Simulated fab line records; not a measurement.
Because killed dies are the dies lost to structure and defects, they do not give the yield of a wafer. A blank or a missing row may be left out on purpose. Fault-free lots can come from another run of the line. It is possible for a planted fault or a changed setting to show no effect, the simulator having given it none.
fab line records -- flow sky130
[record] lots = 12, wafers = 36, last-day = 50
route steps=708 shown LDD_HVN@276 LDD_HVP@285 LDD_LDN@296 PAD_OPEN@708
lots with no fault: from the same line, run without faults
start-h: the number of hours between the record's first day and the start of the first shown wafer of the lot -- wait-h: time in hours since the lot's previous step -- " the same as in the row above -- L1.1+2: several wafers, shown together as one row -- - no value, or no start given -- * or withheld: withheld -- < > ~ a bound
route shown NAME@n: a module of which the file shows steps, and the number in the route of the first -- usual: the fault-free wafers' mean and standard deviation -- same: alike in all rows -- chamber/n: place in a boat -- sites: readings site by site -- _std_site: the standard deviation of these -- _edge_site: the outer-site mean with the inner-site mean subtracted -- radius-mm: how far each site lies from the wafer's centre -- mask NAME#n: copy n -- behind: tool/chamber where the wafer was last shaped -- hold: why the lot went on hold/how many hours it stayed there/how the hold came to an end -- device: names the non-switching transistor (n, p or np) -- end of line: the same wafers' tests at the end of the route -- step lacking rows: just its recipe -- killed: the dies lost at the first sort to structure and to defects; this is not the yield of the wafer -- map: a wafer's dies, marking killed ones x, the rest . and places with no die _
set.NAME: the setting as run; set.NAME@STEP: as run at that earlier step -- model.NAME: the simulator's own value behind a step, which no gauge read
steps of the route over a sample of lots; a table a step, a row a wafer
services: the hour from which a tool's chamber was out of use, counted from the record's first day as start-h (under 0 if before that day), plus the number of hours and why
[[steps]]
[step SKY_LDD_HVN_STRIP_09]
[recipe] chemistry = O2/N2, power-w = 1400, pressure-mtorr = 1500, platen-temp-c = withheld, o2-flow-sccm = 3000, n2-flow-sccm = 300, overash-fraction = 0.5
[usual] drypump-motor-current-A = 5.7/0.33, oes-product-au = 0.409/0.0044, strip-time-to-endpoint-s = 4.137/0.012
lot.wafer,tool,chamber,start-h,wait-h,drypump-motor-current-A,oes-product-au,rf-hours-counter-h,strip-time-to-endpoint-s
L660.2,plasma-asher-02,1,471.76,0.1,5.8,0.407,36,4.140
L660.3,plasma-asher-02,1,471.76,0.1,5.8,0.401,-,4.115
L660.6,plasma-asher-02,1,471.76,0.1,5.8,0.409,-,4.152
L661.1,plasma-asher-02,1,485.51,0.1,5.8,0.403,37,4.132
L661.2,plasma-asher-02,0,485.51,0.1,5.7,0.406,37,4.142
L661.5,plasma-asher-02,1,485.51,0.1,5.8,0.401,-,4.109
L663.1,plasma-asher-01,1,504.36,0.1,5.9,0.406,77,4.157
L663.3,plasma-asher-01,0,504.36,0.1,5.9,0.416,-,4.157
L663.4,plasma-asher-01,1,504.36,0.1,6.0,0.413,-,4.149
L665.3,plasma-asher-01,0,511.40,0.1,5.9,0.408,-,4.158
L665.4,plasma-asher-01,1,511.40,0.1,5.9,0.417,-,4.142
L665.6,plasma-asher-01,0,511.40,0.1,5.8,0.406,-,4.119
L664.3,plasma-asher-02,0,515.55,0.1,5.7,0.405,-,4.133
L664.4,plasma-asher-02,1,515.55,0.1,5.8,0.412,-,4.140
L664.6,plasma-asher-02,0,515.55,0.1,5.7,0.408,-,4.125
L666.3,plasma-asher-01,0,524.64,0.1,5.8,0.406,-,4.121
L666.5,plasma-asher-01,0,524.64,0.1,5.9,0.408,-,4.147
L666.6,plasma-asher-01,1,524.64,0.1,5.9,0.409,-,4.147
L670.1,plasma-asher-01,0,567.91,0.1,5.8,0.409,84,4.136
L670.3,plasma-asher-01,1,567.91,0.1,5.9,0.411,-,4.148
L670.4,plasma-asher-01,0,567.91,0.1,5.8,0.412,-,4.121
L671.1,plasma-asher-01,1,569.25,0.1,5.9,0.412,84,4.132
L671.3,plasma-asher-01,0,569.25,0.1,5.9,0.403,-,4.146
L671.6,plasma-asher-01,1,569.25,0.1,5.9,0.398,-,4.132
L674.1,plasma-asher-03,1,596.00,0.1,5.8,0.410,76,4.119
L674.2,plasma-asher-03,0,596.00,0.1,4.9,0.411,76,4.142
L674.6,plasma-asher-03,1,596.00,0.1,5.8,0.405,-,4.114
L677.4,plasma-asher-01,0,614.10,0.1,5.9,0.409,-,4.133
L677.5,plasma-asher-01,0,614.10,0.1,5.9,0.415,-,4.167
L677.6,plasma-asher-01,1,614.10,0.1,5.9,0.407,-,4.139
L678.1,plasma-asher-02,0,625.61,0.1,5.7,0.404,53,4.132
L678.4,plasma-asher-02,1,625.61,0.1,5.8,0.405,-,4.137
L678.5,plasma-asher-02,1,625.61,0.1,5.8,0.412,-,4.133
L681.2,plasma-asher-03,0,649.70,0.1,4.9,0.411,82,4.123
L681.4,plasma-asher-03,0,649.70,0.1,4.9,0.412,-,4.139
L681.6,plasma-asher-03,1,649.70,0.1,5.8,0.408,-,4.161
[step SKY_LDD_HVP_OVL_MEAS_07]
[usual] LDD_HVP_OVL = 0.1/1.3
lot.wafer,tool,chamber,start-h,wait-h,LDD_HVP_OVL[nm]
L660.2,overlay-02,-,502.73,0.1,-1.8
L660.3,overlay-02,-,502.73,0.1,0.4
L660.6,overlay-02,-,502.73,0.1,-2.2
L661.1,overlay-02,-,516.87,0.1,1.6
L661.2,overlay-02,-,516.87,0.1,3.1
L661.5,overlay-02,-,516.87,0.1,3.0
L663.1,overlay-01,-,534.52,0.1,1.3
L663.3,overlay-01,-,534.52,0.1,2.7
L663.4,overlay-01,-,534.52,0.1,0.9
L665.3,overlay-02,-,540.34,0.1,-0.4
L665.4,overlay-02,-,540.34,0.1,0.0
L665.6,overlay-02,-,540.34,0.1,-0.5
L664.3,overlay-02,-,545.58,0.1,1.6
L664.4,overlay-02,-,545.58,0.1,1.7
L664.6,overlay-02,-,545.58,0.1,1.2
L666.3,overlay-01,-,554.54,0.1,-0.1
L666.5,overlay-01,-,554.54,0.1,0.3
L666.6,overlay-01,-,554.54,0.1,-1.7
L670.1,overlay-02,-,597.43,0.1,0.2
L670.3,overlay-02,-,597.43,0.1,-1.2
L670.4,overlay-02,-,597.43,0.1,1.2
L671.1,overlay-02,-,598.48,0.1,0.4
L671.3,overlay-02,-,598.48,0.1,2.5
L671.6,overlay-02,-,598.48,0.1,1.2
L674.1,overlay-01,-,625.13,0.1,-2.0
L674.2,overlay-01,-,625.13,0.1,-1.1
L674.6,overlay-01,-,625.13,0.1,-2.3
L677.4,overlay-02,-,642.20,0.1,0.5
L677.5,overlay-02,-,642.20,0.1,0.1
L677.6,overlay-02,-,642.20,0.1,1.4
L678.1,overlay-02,-,654.77,0.1,1.4
L678.4,overlay-02,-,654.77,0.1,2.4
L678.5,overlay-02,-,654.77,0.1,3.7
L681.2,overlay-01,-,677.83,0.1,-0.2
L681.4,overlay-01,-,677.83,0.1,-3.0
L681.6,overlay-01,-,677.83,0.1,-2.6
[step SKY_LDD_HVP_IMPLANT_08]
[recipe] species = B, energy-kev = 20, dose-cm2 = 1.7e+13, tilt-deg = 17.9
[usual] beam-on-s = 10.00/0.2, dose-ions-cm2 = 1.7003e+13/1.8e+10, faraday-current-uA = 95.8/1.9
lot.wafer,tool,chamber,start-h,wait-h,beam-on-s,dose-ions-cm2,faraday-current-uA
L660.2,implanter-03,0,502.79,0.0,9.60,1.7013e+13,100.0
L660.3,implanter-03,0,502.79,0.0,9.61,1.7009e+13,99.5
L660.6,implanter-03,0,502.79,0.0,9.54,1.7002e+13,100.0
L661.1,implanter-03,0,516.90,0.0,10.00,1.7012e+13,96.2
L661.2,implanter-03,0,516.90,0.0,10.11,1.6984e+13,94.9
L661.5,implanter-03,0,516.90,0.0,10.00,1.7026e+13,96.3
L663.1,implanter-04,0,534.55,0.0,9.95,1.6981e+13,96.3
L663.3,implanter-04,0,534.55,0.0,9.69,1.7011e+13,99.5
L663.4,implanter-04,0,534.55,0.0,9.93,1.702e+13,96.7
L665.3,implanter-03,0,540.41,0.1,10.51,1.699e+13,90.6
L665.4,implanter-03,0,540.41,0.1,9.71,1.6994e+13,98.6
L665.6,implanter-03,0,540.41,0.1,10.65,1.7011e+13,90.1
L664.3,implanter-03,0,545.65,0.1,10.12,1.7009e+13,94.8
L664.4,implanter-03,0,545.65,0.1,10.28,1.7021e+13,93.7
L664.6,implanter-03,0,545.65,0.1,10.09,1.7038e+13,95.4
L666.3,implanter-01,0,554.61,0.1,10.07,1.702e+13,95.5
L666.5,implanter-01,0,554.61,0.1,9.90,1.7004e+13,96.7
L666.6,implanter-01,0,554.61,0.1,10.08,1.699e+13,94.9
L670.1,implanter-01,0,597.46,0.0,10.37,1.7014e+13,92.4
L670.3,implanter-01,0,597.46,0.0,9.86,1.6993e+13,97.1
L670.4,implanter-01,0,597.46,0.0,10.35,1.6991e+13,92.6
L671.1,implanter-01,0,598.51,0.0,12.26,1.6991e+13,77.9
L671.3,implanter-01,0,598.51,0.0,11.57,1.697e+13,83.3
L671.6,implanter-01,0,598.51,0.0,12.22,1.7002e+13,78.7
L674.1,implanter-01,0,625.16,0.0,12.02,1.7006e+13,79.9
L674.2,implanter-01,0,625.16,0.0,11.91,1.7008e+13,80.6
L674.6,implanter-01,0,625.16,0.0,12.46,1.7002e+13,76.8
L677.4,implanter-03,0,642.29,0.1,9.80,1.6979e+13,98.5
L677.5,implanter-03,0,642.29,0.1,9.99,1.6982e+13,95.2
L677.6,implanter-03,0,642.29,0.1,10.15,1.6977e+13,94.4
L678.1,implanter-04,0,654.80,0.0,9.92,1.699e+13,96.6
L678.4,implanter-04,0,654.80,0.0,10.13,1.6997e+13,94.3
L678.5,implanter-04,0,654.80,0.0,10.07,1.7013e+13,95.2
L681.2,implanter-03,0,677.89,0.0,9.72,1.7027e+13,98.7
L681.4,implanter-03,0,677.89,0.0,10.19,1.7025e+13,93.9
L681.6,implanter-03,0,677.89,0.0,10.18,1.7026e+13,93.6
[step SKY_LDD_HVP_TW_MEAS_10]
[usual] LDD_HVP_TW = 461/4.8
lot.wafer,tool,chamber,start-h,wait-h,LDD_HVP_TW
L660.2,film-metro-01,-,503.02,0.1,466
L660.3,film-metro-01,-,503.02,0.1,463
L660.6,film-metro-01,-,503.02,0.1,464
L661.1,film-metro-01,-,517.15,0.1,466
L661.2,film-metro-01,-,517.15,0.1,465
L661.5,film-metro-01,-,517.15,0.1,467
L663.1,film-metro-03,-,534.80,0.1,454
L663.3,film-metro-03,-,534.80,0.1,452
L663.4,film-metro-03,-,534.80,0.1,454
L665.3,film-metro-01,-,540.63,0.1,464
L665.4,film-metro-01,-,540.63,0.1,465
L665.6,film-metro-01,-,540.63,0.1,465
L664.3,film-metro-01,-,545.87,0.1,469
L664.4,film-metro-01,-,545.87,0.1,467
L664.6,film-metro-01,-,545.87,0.1,465
L666.3,film-metro-04,-,554.83,0.1,459
L666.5,film-metro-04,-,554.83,0.1,461
L666.6,film-metro-04,-,554.83,0.1,457
L670.1,film-metro-04,-,597.71,0.1,460
L670.3,film-metro-04,-,597.71,0.1,461
L670.4,film-metro-04,-,597.71,0.1,463
L671.1,film-metro-01,-,598.76,0.1,495
L671.3,film-metro-01,-,598.76,0.1,497
L671.6,film-metro-01,-,598.76,0.1,493
L674.1,film-metro-01,-,625.41,0.1,494
L674.2,film-metro-01,-,625.41,0.1,494
L674.6,film-metro-01,-,625.41,0.1,494
L677.4,film-metro-04,-,642.49,0.1,463
L677.5,film-metro-04,-,642.49,0.1,460
L677.6,film-metro-04,-,642.49,0.1,462
L678.1,film-metro-04,-,655.09,0.1,460
L678.4,film-metro-04,-,655.09,0.1,461
L678.5,film-metro-04,-,655.09,0.1,461
L681.2,film-metro-03,-,678.12,0.1,453
L681.4,film-metro-03,-,678.12,0.1,454
L681.6,film-metro-03,-,678.12,0.1,456
[step SKY_LDD_LDN_OVL_MEAS_07]
[usual] LDD_LDN_OVL = 0.7/1.3
lot.wafer,tool,chamber,start-h,wait-h,LDD_LDN_OVL[nm]
L660.2,overlay-02,-,532.88,0.1,0.4
L660.3,overlay-02,-,532.88,0.1,2.3
L660.6,overlay-02,-,532.88,0.1,1.2
L661.1,overlay-01,-,546.33,0.1,-0.7
L661.2,overlay-01,-,546.33,0.1,-0.8
L661.5,overlay-01,-,546.33,0.1,0.6
L663.1,overlay-02,-,564.33,0.1,-0.4
L663.3,overlay-02,-,564.33,0.1,-1.9
L663.4,overlay-02,-,564.33,0.1,0.5
L665.3,overlay-01,-,571.08,0.1,0.4
L665.4,overlay-01,-,571.08,0.1,0.6
L665.6,overlay-01,-,571.08,0.1,-1.2
L664.3,overlay-02,-,575.58,0.1,-0.2
L664.4,overlay-02,-,575.58,0.1,-0.4
L664.6,overlay-02,-,575.58,0.1,1.5
L666.3,overlay-01,-,584.69,0.1,-0.8
L666.5,overlay-01,-,584.69,0.1,0.0
L666.6,overlay-01,-,584.69,0.1,-0.2
L670.1,overlay-01,-,626.03,0.1,0.4
L670.3,overlay-01,-,626.03,0.1,1.8
L670.4,overlay-01,-,626.03,0.1,2.2
L671.1,overlay-01,-,627.03,0.1,1.8
L671.3,overlay-01,-,627.03,0.1,1.0
L671.6,overlay-01,-,627.03,0.1,1.3
L674.1,overlay-01,-,654.23,0.1,-2.2
L674.2,overlay-01,-,654.23,0.1,-1.2
L674.6,overlay-01,-,654.23,0.1,1.3
L677.4,overlay-02,-,670.09,0.1,-0.7
L677.5,overlay-02,-,670.09,0.1,0.2
L677.6,overlay-02,-,670.09,0.1,1.2
L678.1,overlay-02,-,683.42,0.1,1.5
L678.4,overlay-02,-,683.42,0.1,4.1
L678.5,overlay-02,-,683.42,0.1,3.9
L681.2,overlay-02,-,705.73,0.1,0.9
L681.4,overlay-02,-,705.73,0.1,0.6
L681.6,overlay-02,-,705.73,0.1,3.0
[step SKY_PAD_OPEN_PROBE_99]
[usual] killed_at_M0_to_M3 = 44/7.7, killed_at_M4_up = 3.2/1.7, killed-at-contacts = 24/5.3, killed-at-front-end = 15/4.3, killed-at-other = 0.3/0.57, killed-dies = 87/11, killed-open = 47/7.4, killed-short = 40/6.5
[same] gross-dies = 492, killed-at-back-side = 0
lot.wafer,tool,chamber,start-h,wait-h,killed_at_M0_to_M3,killed_at_M4_up,killed-at-contacts,killed-at-front-end,killed-at-other,killed-dies,killed-open,killed-short
L660.2,prober-01,-,1079.24,0.1,51,7,16,16,2,92,49,40
L660.3,prober-01,-,1079.29,0.2,61,2,25,11,0,99,50,48
L660.6,prober-01,-,1079.44,0.2,51,2,16,15,2,86,37,45
L661.1,prober-02,-,1090.73,0.1,43,2,25,14,0,84,43,41
L661.2,prober-02,-,1090.78,0.1,45,4,24,12,0,85,48,36
L661.5,prober-02,-,1090.93,0.2,42,3,23,13,1,82,42,39
L663.1,prober-02,-,1102.60,0.1,51,7,22,12,1,93,52,41
L663.3,prober-02,-,1102.70,0.2,47,5,25,20,1,98,60,38
L663.4,prober-02,-,1102.75,0.2,38,4,25,14,0,81,48,33
L665.3,prober-01,-,1107.59,0.2,45,0,36,18,0,99,51,48
L665.4,prober-01,-,1107.64,0.2,32,1,23,13,0,69,32,37
L665.6,prober-01,-,1107.74,0.2,57,3,17,7,0,84,46,38
L664.3,prober-02,-,1111.35,0.2,38,3,18,15,0,74,42,32
L664.4,prober-02,-,1111.40,0.2,39,5,28,13,0,85,40,45
L664.6,prober-02,-,1111.50,0.2,35,4,25,21,0,85,46,39
L666.3,prober-01,-,1117.47,0.2,48,2,34,20,0,104,52,52
L666.5,prober-01,-,1117.57,0.2,43,2,22,16,1,84,49,35
L666.6,prober-01,-,1117.62,0.2,47,4,25,19,0,95,54,41
L670.1,prober-01,-,1144.20,0.1,40,5,26,20,0,91,56,35
L670.3,prober-01,-,1144.30,0.2,32,5,23,16,0,76,41,35
L670.4,prober-01,-,1144.35,0.2,51,3,18,15,0,87,50,37
L671.1,prober-02,-,1145.80,0.1,41,4,24,21,0,90,46,44
L671.3,prober-02,-,1145.90,0.2,50,3,24,18,1,96,48,48
L671.6,prober-02,-,1146.05,0.2,46,3,16,23,0,88,38,50
L674.1,prober-02,-,1162.29,0.1,43,3,23,19,1,89,41,48
L674.2,prober-02,-,1162.34,0.1,34,3,26,20,0,83,42,41
L674.6,prober-02,-,1162.54,0.2,42,5,17,12,0,76,43,33
L677.4,prober-02,-,1172.25,0.2,50,2,19,15,0,86,40,46
L677.5,prober-02,-,1172.30,0.2,50,3,14,17,0,84,39,45
L677.6,prober-02,-,1172.35,0.2,32,3,25,16,0,76,36,40
L678.1,prober-01,-,1179.55,0.1,42,3,31,16,1,93,55,36
L678.4,prober-01,-,1179.70,0.2,31,2,30,18,0,81,42,39
L678.5,prober-01,-,1179.75,0.2,46,3,21,20,0,90,47,43
L681.2,prober-02,-,1191.15,0.1,66,3,24,12,0,105,62,43
L681.4,prober-02,-,1191.25,0.2,50,5,36,19,0,110,65,45
L681.6,prober-02,-,1191.35,0.2,57,2,31,24,1,115,67,48
// killed by level:class
L660.2 VIA1:geometric-particle:open=11 VIA2:geometric-particle:open=8 METAL2:geometric-particle:short=8 FIELD_ISO:geometric-particle:open=6 CONTACT:geometric-particle:open=6 VIA2:geometric-particle:short=6 VIA3:geometric-particle:open=6 POLY_GATE:geometric-particle:open=5
L660.3 VIA1:geometric-particle:open=14 VIA3:geometric-particle:open=8 CONTACT:geometric-particle:open=7 VIA1:geometric-particle:short=7 LI_CONTACT:geometric-particle:open=6 METAL2:geometric-particle:short=6 METAL3:geometric-particle:short=6 FIELD_ISO:geometric-particle:open=5
L660.6 VIA1:geometric-particle:open=12 METAL1:geometric-particle:short=9 METAL3:geometric-particle:short=8 VIA2:geometric-particle:open=7 CONTACT:geometric-particle:open=6 FIELD_ISO:geometric-particle:short=5 LOCAL_INTERCONNECT:geometric-particle:short=4 CONTACT:geometric-particle:short=4
L661.1 METAL1:geometric-particle:short=10 CONTACT:geometric-particle:open=9 VIA1:geometric-particle:open=8 LI_CONTACT:geometric-particle:open=6 METAL2:geometric-particle:short=5 CONTACT:geometric-particle:short=5 VIA2:geometric-particle:open=4 VIA1:geometric-particle:short=4
L661.2 VIA1:geometric-particle:open=10 CONTACT:geometric-particle:open=9 VIA3:geometric-particle:open=8 METAL1:geometric-particle:short=6 LI_CONTACT:geometric-particle:open=5 LOCAL_INTERCONNECT:geometric-particle:short=5 VIA1:geometric-particle:short=5 VIA2:geometric-particle:open=5
L661.5 CONTACT:geometric-particle:open=11 LI_CONTACT:geometric-particle:open=8 VIA1:geometric-particle:open=7 METAL2:geometric-particle:short=6 VIA2:geometric-particle:open=6 FIELD_ISO:geometric-particle:short=5 VIA3:geometric-particle:short=5 METAL1:geometric-particle:short=4
L663.1 METAL2:geometric-particle:short=11 VIA1:geometric-particle:open=10 VIA2:geometric-particle:open=10 CONTACT:geometric-particle:open=9 POLY_GATE:geometric-particle:open=7 VIA3:geometric-particle:open=6 METAL4:geometric-particle:short=6 VIA2:geometric-particle:short=5
L663.3 VIA3:geometric-particle:open=11 VIA1:geometric-particle:open=9 VIA2:geometric-particle:open=8 FIELD_ISO:geometric-particle:open=7 CONTACT:geometric-particle:open=7 LI_CONTACT:geometric-particle:open=6 CONTACT:geometric-particle:short=5 METAL1:geometric-particle:short=4
L663.4 CONTACT:geometric-particle:open=9 VIA3:geometric-particle:open=7 VIA2:geometric-particle:open=7 LI_CONTACT:geometric-particle:open=7 CONTACT:geometric-particle:short=7 METAL2:geometric-particle:short=6 VIA1:geometric-particle:open=5 FIELD_ISO:geometric-particle:open=4
L665.3 CONTACT:geometric-particle:open=15 VIA1:geometric-particle:open=11 VIA1:geometric-particle:short=9 CONTACT:geometric-particle:short=8 LOCAL_INTERCONNECT:geometric-particle:short=7 VIA3:geometric-particle:open=6 FIELD_ISO:geometric-particle:short=5 LI_CONTACT:geometric-particle:open=5
L665.4 CONTACT:geometric-particle:open=8 VIA1:geometric-particle:short=7 CONTACT:geometric-particle:short=7 VIA1:geometric-particle:open=7 FIELD_ISO:geometric-particle:open=6 METAL2:geometric-particle:short=6 POLY_GATE:geometric-particle:open=3 SPACER:geometric-particle:short=3
L665.6 VIA1:geometric-particle:open=18 VIA1:geometric-particle:short=9 VIA3:geometric-particle:open=6 CONTACT:geometric-particle:short=5 CONTACT:geometric-particle:open=5 METAL2:geometric-particle:short=5 VIA2:geometric-particle:open=5 METAL2:geometric-particle:open=4
L664.3 VIA1:geometric-particle:open=9 VIA3:geometric-particle:open=8 LI_CONTACT:geometric-particle:open=7 VIA2:geometric-particle:open=7 CONTACT:geometric-particle:open=6 METAL1:geometric-particle:short=4 FIELD_ISO:geometric-particle:short=3 POLY_GATE:geometric-particle:short=3
L664.4 METAL1:geometric-particle:short=11 CONTACT:geometric-particle:open=10 LOCAL_INTERCONNECT:geometric-particle:short=7 VIA2:geometric-particle:open=7 LI_CONTACT:geometric-particle:open=6 POLY_GATE:geometric-particle:open=5 VIA2:geometric-particle:short=5 VIA1:geometric-particle:open=5
L664.6 CONTACT:geometric-particle:open=10 LI_CONTACT:geometric-particle:open=9 VIA3:geometric-particle:open=7 POLY_GATE:geometric-particle:short=6 POLY_GATE:geometric-particle:open=6 METAL1:geometric-particle:short=6 VIA2:geometric-particle:open=4 VIA1:geometric-particle:short=4
L666.3 LI_CONTACT:geometric-particle:open=11 VIA2:geometric-particle:open=10 FIELD_ISO:geometric-particle:open=9 METAL1:geometric-particle:short=9 CONTACT:geometric-particle:short=8 VIA1:geometric-particle:open=7 FIELD_ISO:geometric-particle:short=5 LI_CONTACT:geometric-particle:short=5
L666.5 VIA1:geometric-particle:open=11 CONTACT:geometric-particle:short=9 VIA2:geometric-particle:open=9 LI_CONTACT:geometric-particle:open=5 METAL1:geometric-particle:short=5 VIA3:geometric-particle:open=5 FIELD_ISO:geometric-particle:open=4 POLY_GATE:geometric-particle:short=4
L666.6 CONTACT:geometric-particle:open=12 VIA1:geometric-particle:open=11 FIELD_ISO:geometric-particle:open=7 LI_CONTACT:geometric-particle:open=7 VIA1:geometric-particle:short=6 METAL2:geometric-particle:short=6 VIA2:geometric-particle:open=5 CONTACT:geometric-particle:short=4
L670.1 CONTACT:geometric-particle:open=12 FIELD_ISO:geometric-particle:open=9 VIA1:geometric-particle:open=9 VIA2:geometric-particle:open=7 METAL4:geometric-particle:short=5 LI_CONTACT:geometric-particle:short=4 LI_CONTACT:geometric-particle:open=4 LOCAL_INTERCONNECT:geometric-particle:short=4
L670.3 CONTACT:geometric-particle:open=11 FIELD_ISO:geometric-particle:short=6 VIA1:geometric-particle:open=6 METAL1:geometric-particle:short=5 VIA3:geometric-particle:open=5 LI_CONTACT:geometric-particle:open=4 CONTACT:geometric-particle:short=4 VIA2:geometric-particle:open=4
L670.4 VIA1:geometric-particle:open=15 VIA2:geometric-particle:open=8 VIA3:geometric-particle:open=7 FIELD_ISO:geometric-particle:short=6 METAL1:geometric-particle:short=5 FIELD_ISO:geometric-particle:open=4 LI_CONTACT:geometric-particle:open=4 CONTACT:geometric-particle:open=4
L671.1 FIELD_ISO:geometric-particle:open=9 VIA3:geometric-particle:open=8 METAL2:geometric-particle:short=8 LI_CONTACT:geometric-particle:short=7 VIA1:geometric-particle:open=7 LI_CONTACT:geometric-particle:open=5 CONTACT:geometric-particle:short=5 VIA2:geometric-particle:open=4
L671.3 VIA3:geometric-particle:open=11 FIELD_ISO:geometric-particle:short=7 VIA2:geometric-particle:open=7 LI_CONTACT:geometric-particle:open=7 CONTACT:geometric-particle:open=6 VIA1:geometric-particle:open=6 METAL2:geometric-particle:short=5 VIA2:geometric-particle:short=5
L671.6 FIELD_ISO:geometric-particle:short=8 METAL1:geometric-particle:short=7 METAL2:geometric-particle:short=7 VIA1:geometric-particle:open=6 VIA3:geometric-particle:short=6 FIELD_ISO:geometric-particle:open=5 LOCAL_INTERCONNECT:geometric-particle:short=5 CONTACT:geometric-particle:open=5
L674.1 VIA1:geometric-particle:open=8 VIA2:geometric-particle:open=8 METAL3:geometric-particle:short=7 FIELD_ISO:geometric-particle:short=6 LI_CONTACT:geometric-particle:short=6 LI_CONTACT:geometric-particle:open=6 METAL1:geometric-particle:short=5 CONTACT:geometric-particle:short=5
L674.2 CONTACT:geometric-particle:open=11 FIELD_ISO:geometric-particle:short=9 VIA1:geometric-particle:open=9 LI_CONTACT:geometric-particle:open=6 METAL2:geometric-particle:short=5 METAL1:geometric-particle:short=4 LOCAL_INTERCONNECT:geometric-particle:short=4 POLY_GATE:geometric-particle:open=3
L674.6 LI_CONTACT:geometric-particle:open=10 VIA1:geometric-particle:open=10 VIA2:geometric-particle:open=8 METAL1:geometric-particle:short=5 VIA1:geometric-particle:short=5 VIA3:geometric-particle:open=5 FIELD_ISO:geometric-particle:open=4 METAL4:geometric-particle:short=4
L677.4 VIA1:geometric-particle:open=10 VIA3:geometric-particle:open=8 VIA3:geometric-particle:short=7 METAL1:geometric-particle:short=6 CONTACT:geometric-particle:open=6 VIA1:geometric-particle:short=5 FIELD_ISO:geometric-particle:short=4 FIELD_ISO:geometric-particle:open=4
L677.5 VIA1:geometric-particle:open=13 VIA2:geometric-particle:open=7 VIA3:geometric-particle:short=7 POLY_GATE:geometric-particle:short=6 VIA3:geometric-particle:open=6 METAL1:geometric-particle:short=6 FIELD_ISO:geometric-particle:short=4 POLY_GATE:geometric-particle:open=4
L677.6 LI_CONTACT:geometric-particle:open=10 FIELD_ISO:geometric-particle:short=6 LOCAL_INTERCONNECT:geometric-particle:short=6 METAL1:geometric-particle:short=6 VIA1:geometric-particle:open=6 VIA2:geometric-particle:open=5 FIELD_ISO:geometric-particle:open=4 POLY_GATE:geometric-particle:open=4
L678.1 VIA1:geometric-particle:open=11 LI_CONTACT:geometric-particle:open=10 VIA3:geometric-particle:open=9 CONTACT:geometric-particle:open=8 VIA2:geometric-particle:open=7 METAL2:geometric-particle:short=7 CONTACT:geometric-particle:short=6 FIELD_ISO:geometric-particle:short=5
L678.4 CONTACT:geometric-particle:open=11 CONTACT:geometric-particle:short=7 VIA3:geometric-particle:open=7 LI_CONTACT:geometric-particle:short=5 VIA2:geometric-particle:open=5 POLY_GATE:geometric-particle:short=4 LOCAL_INTERCONNECT:geometric-particle:short=4 VIA1:geometric-particle:open=4
L678.5 CONTACT:geometric-particle:open=11 METAL1:geometric-particle:short=8 VIA3:geometric-particle:open=7 VIA1:geometric-particle:open=6 POLY_GATE:geometric-particle:open=5 LI_CONTACT:geometric-particle:open=5 VIA1:geometric-particle:short=5 VIA2:geometric-particle:open=5
L681.2 VIA1:geometric-particle:open=20 VIA2:geometric-particle:open=10 CONTACT:geometric-particle:open=9 METAL1:geometric-particle:short=7 VIA1:geometric-particle:short=7 LI_CONTACT:geometric-particle:open=6 METAL3:geometric-particle:short=6 METAL2:geometric-particle:short=6
L681.4 VIA1:geometric-particle:open=12 LI_CONTACT:geometric-particle:open=11 CONTACT:geometric-particle:open=9 VIA3:geometric-particle:open=8 LI_CONTACT:geometric-particle:short=6 CONTACT:geometric-particle:short=5 POLY_GATE:geometric-particle:short=5 POLY_GATE:geometric-particle:open=5
L681.6 VIA1:geometric-particle:open=15 LI_CONTACT:geometric-particle:open=13 VIA2:geometric-particle:open=11 METAL2:geometric-particle:short=7 CONTACT:geometric-particle:open=7 FIELD_ISO:geometric-particle:short=6 VIA3:geometric-particle:open=6 POLY_GATE:geometric-particle:short=5
[[services]]
tool,chamber,start-h,hours,kind
implanter-01,-,460.98,3.9,repair
implanter-04,-,468.29,1.6,repair
implanter-03,-,475.98,3.4,repair
implanter-01,-,490.55,1.2,repair
plasma-asher-03,-,494.48,44.3,pm
implanter-01,-,554.89,1.2,repair
implanter-03,-,558.63,2.3,repair
plasma-asher-02,-,567.58,1.8,repair
implanter-03,-,577.71,1.3,repair
plasma-asher-01,-,597.15,1.4,repair
implanter-01,-,603.71,2.9,pm
implanter-01,-,644.56,0.8,repair
implanter-04,-,658.76,4.6,pm
implanter-04,-,668.63,3.4,pm
[[key]]
[first-sign] step = SKY_LDD_HVP_IMPLANT_08, reading = beam-on-s, direction = up, sigmas = 10, usual = 10.00, struck = 12.07
[effect] step = SKY_LDD_HVP_IMPLANT_08, reading = faraday-current-uA, direction = down, sigmas = 8.4, usual = 95.8, struck = 79.6
[effect] step = SKY_LDD_HVP_TW_MEAS_10, reading = LDD_HVP_TW, direction = up, sigmas = 7, usual = 461, struck = 495
met-at SKY_LDD_HVP_IMPLANT_08
struck-lots L671,L674
tester-left-out L671,L674
not-acting-at SKY_LDD_HVN_STRIP_09,SKY_LDD_HVP_OVL_MEAS_07,SKY_LDD_LDN_OVL_MEAS_07
onset-between 597.46 598.51
[fault] kind = process-parameter-drift, tool = implanter-01, chamber = -, onset-h = 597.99, steps = SKY_LDD_HVP_IMPLANT_08, channel = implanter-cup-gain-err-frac, offset = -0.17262, shape = step, end-h = 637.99
// tester-left-out: of these lots the tester's yield and bins aren't shown, on N5 and GAA mostly nor the transistor test; their killed dies are dies lost to structure and defects alone, not to doping, threshold or leakage, so they don't give the yield
